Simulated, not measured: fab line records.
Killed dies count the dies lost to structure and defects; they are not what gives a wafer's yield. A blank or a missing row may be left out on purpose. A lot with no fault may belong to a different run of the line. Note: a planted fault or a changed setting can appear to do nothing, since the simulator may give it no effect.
Comparing a struck lot with a sound one || flow sky130 || 23 out of 708 route steps
Sound: the wafers L827.2, L827.5, L827.6. Struck: wafer L825.2 (left out: L825.3, L825.4 of the same lot, which were not struck); the cause appears at the end.
At each step with rows: each side's tool, then ch and its chambers, then its first start. Under that, the readings that differ: sound wafers || struck wafers || difference of the means || sigmas: that difference in standard deviations of wafers without a fault.
alike: words and numbers the same on both sides, and readings whose means are apart by under 2 such deviations; not compared: readings that were withheld, readings missing a value for some wafer, numbers with overlapping values and no deviation given by the record, and bounds like >300 which may hide the same value.
The two part at a step that has a row with sigmas, a row that says differs or no value, or rows on one side only. Non-overlapping numbers with no deviation appear without sigmas and do not part them. Lack of a reading on every wafer of one side parts them only where that side has two or more wafers.

first, 8 steps without rows for these wafers: SKY_LDD_N_IMPLANT_08; SKY_LDD_N_IMPLANT_09; SKY_LDD_N_IMPLANT_10; SKY_LDD_N_IMPLANT_11; SKY_LDD_N_IMPLANT_12; SKY_LDD_N_IMPLANT_13; SKY_LDD_N_IMPLANT_14; SKY_LDD_N_IMPLANT_15.
SKY_LDD_N_STRIP_16: strips in O2/N2.
  sound on plasmaAsher-01 ch 0,1, day 24 05:05; struck on plasmaAsher-01 ch 1, day 23 17:37
  alike: drypumpMotorCurrentA, oesProductAu, stripTimeToEndpointS
  not compared: rfHoursCounterH
SKY_LDD_N_TW_MEAS_17:
  sound: filmMetro-02 at day 24 05:11; struck: filmMetro-02 at day 23 17:44
  alike: LDD_N_TW
then, 2 steps without rows for these wafers: SKY_LDD_P_DEHYDRATE_00 (time 60 s); SKY_LDD_P_HMDS_01 (prime time 60 s).
SKY_LDD_P_COAT_02: resist thk 1140 nm.
  sound on lithoTrack-04 ch 0, day 24 20:04; struck on lithoTrack-03 ch 0, day 24 07:52
{"reading": "model.NOVOLAK_of_LDD_P_COAT_02.thkNm (nm)", "sound": "1144 1138 1141", "struck": 1170, "difference": "+29", "sigmas": ""}
then, 3 steps without rows for these wafers: SKY_LDD_P_SOFTBAKE_03 (time 60 s); SKY_LDD_P_EXPOSE_04 (exposes mask PSDM, target cd 380 nm); SKY_LDD_P_PEB_05.
SKY_LDD_P_DEVELOP_06: develop time 60 s.
  sound on lithoTrack-04 ch 0, day 25 10:19; struck on lithoTrack-04 ch 0, day 24 23:01
{"reading": "model.NOVOLAK_of_LDD_P_COAT_02.thkNm (nm)", "sound": "1144 1137 1140", "struck": 1170, "difference": "+30", "sigmas": ""}
SKY_LDD_P_CD_MEAS_07: target cd 380 nm.
  sound: cdSem-02 at day 25 10:28; struck: cdSem-01 at day 24 23:10
  alike: cdNm
SKY_LDD_P_OVL_MEAS_08:
  sound: overlay-01 at day 25 10:34; struck: overlay-01 at day 24 23:16
  alike: LDD_P_OVL
next, for these wafers, 1 step has no rows: SKY_LDD_P_IMPLANT_09.
SKY_LDD_P_STRIP_10: strips in O2/N2.
  sound on plasmaAsher-01 ch 0,1, day 25 10:45; struck on plasmaAsher-01 ch 1, day 24 23:27
{"reading": "stripTimeToEndpointS (s)", "sound": "14.22 14.15 14.20", "struck": 14.50, "difference": "+0.31", "sigmas": "+9"}
  alike: drypumpMotorCurrentA, oesProductAu
  not compared: rfHoursCounterH
SKY_LDD_P_TW_MEAS_11:
  sound: filmMetro-02 at day 25 10:52; struck: filmMetro-02 at day 24 23:34
  alike: LDD_P_TW
SKY_PAD_OPEN_PROBE_99:
  the record holds rows for the sound wafers here (prober-02, day 49 22:38) but none for the struck ones

WHERE THEY PART
At SKY_LDD_P_STRIP_10 first; at SKY_PAD_OPEN_PROBE_99 last (within this record only).

WHY: whatever the simulator had introduced
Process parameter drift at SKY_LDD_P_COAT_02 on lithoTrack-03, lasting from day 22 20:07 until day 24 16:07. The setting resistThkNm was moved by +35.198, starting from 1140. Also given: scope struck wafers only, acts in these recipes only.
